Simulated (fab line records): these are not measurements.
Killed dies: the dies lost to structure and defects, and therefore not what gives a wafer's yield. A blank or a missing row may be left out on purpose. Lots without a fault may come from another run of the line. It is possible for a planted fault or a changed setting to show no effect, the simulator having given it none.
Comparing a struck lot with a sound one    flow sky130    15 out of 708 route steps
Sound: wafers L207.1, L207.4, L207.6. Wafers L219.3, L219.4, L219.5 were the ones struck. At the end, the cause is stated.
For every step that has rows: the tool of each side, followed by ch and its chambers, followed by its first start. Under that, the readings that differ: sound wafers    struck wafers    difference of the means    sigmas: that difference in standard deviations of wafers without a fault.
alike: readings with means less than 2 such deviations apart, plus words and numbers identical on both sides. not compared: withheld readings, readings lacking a value on some wafer, bounds such as >300 that could conceal the same value, and numbers that have no deviation in the record and whose values overlap.
A row with sigmas, a row that says differs or no value, or rows on one side alone: a step with any of these is where the two part. Numbers that don't overlap but have no deviation are shown without sigmas and don't part them. A reading that every wafer of one side lacks parts them only if that side has two wafers or more.

SKY_VIA3_CMP_02: polishes SiO2.
  sound on cmp-02 ch 1,2, day 38 08:35; struck on cmp-02 ch 2,3, day 42 05:09
  alike: motor-current-A, retaining-ring-pressure-frac
SKY_VIA3_BOW_MEAS_03:
  sound: film-metro-04 at day 38 08:53; struck: film-metro-04 at day 42 05:29
  alike: VIA3_BOW
then, 8 steps without rows for these wafers: SKY_VIA3_DEHYDRATE_04 (time 60 s); SKY_VIA3_HMDS_05 (prime time 60 s); SKY_VIA3_COAT_06 (resist thk 60 nm); SKY_VIA3_COAT_07 (resist thk 450 nm); SKY_VIA3_SOFTBAKE_08 (time 90 s); SKY_VIA3_EXPOSE_09 (exposes mask VIM3, target cd 200 nm); SKY_VIA3_PEB_10; SKY_VIA3_DEVELOP_11 (develop time 60 s).
SKY_VIA3_CD_MEAS_12 targets a cd of 200 nm.
  sound: cd-sem-02 at day 39 09:47; struck: cd-sem-02 at day 43 04:26
  alike: cd-nm
SKY_VIA3_OVL_MEAS_13:
  sound: overlay-01 at day 39 09:54; struck: overlay-02 at day 43 04:31
  alike: VIA3_OVL
SKY_VIA3_ETCH_14: etches BARC in N2/H2, stops on SiO2, time 45.9 s, target depth 60 nm.
  sound on rie-diel-04 ch 0,1, day 39 09:56; struck on rie-diel-01 ch 0,3, day 43 04:33
reading     sound           struck          difference  sigmas
bias-w (W)  99.9 99.7 99.6  90.2 90.1 90.1  -9.6        -31
  alike: drypump-motor-current-A, oes-product-au, rf-fwd-power-W, throttle-valve-pct
  not compared: rf-hours-counter-h
SKY_VIA3_ETCH_15: etches SiO2 in C4F8/O2/Ar, stops on TiN, target depth 507 nm, time 78 s.
  sound on rie-diel-04 ch 0,1, day 39 09:59; struck on rie-diel-01 ch 0,3, day 43 04:35
  alike: bias-w, oes-product-au, rf-fwd-power-W
  not compared: rf-hours-counter-h
SKY_PAD_OPEN_PROBE_99:
  the record holds rows for the sound wafers here (prober-02, day 45 12:07) but none for the struck ones

## WHERE THEY PART
Last at SKY_PAD_OPEN_PROBE_99 as far as this record goes, first at SKY_VIA3_ETCH_14.

WHY: what had been put in by the simulator
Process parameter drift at SKY_VIA3_ETCH_14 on rie-diel-01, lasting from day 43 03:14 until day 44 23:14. Setting bias-w, moved by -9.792, from 100. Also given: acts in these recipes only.
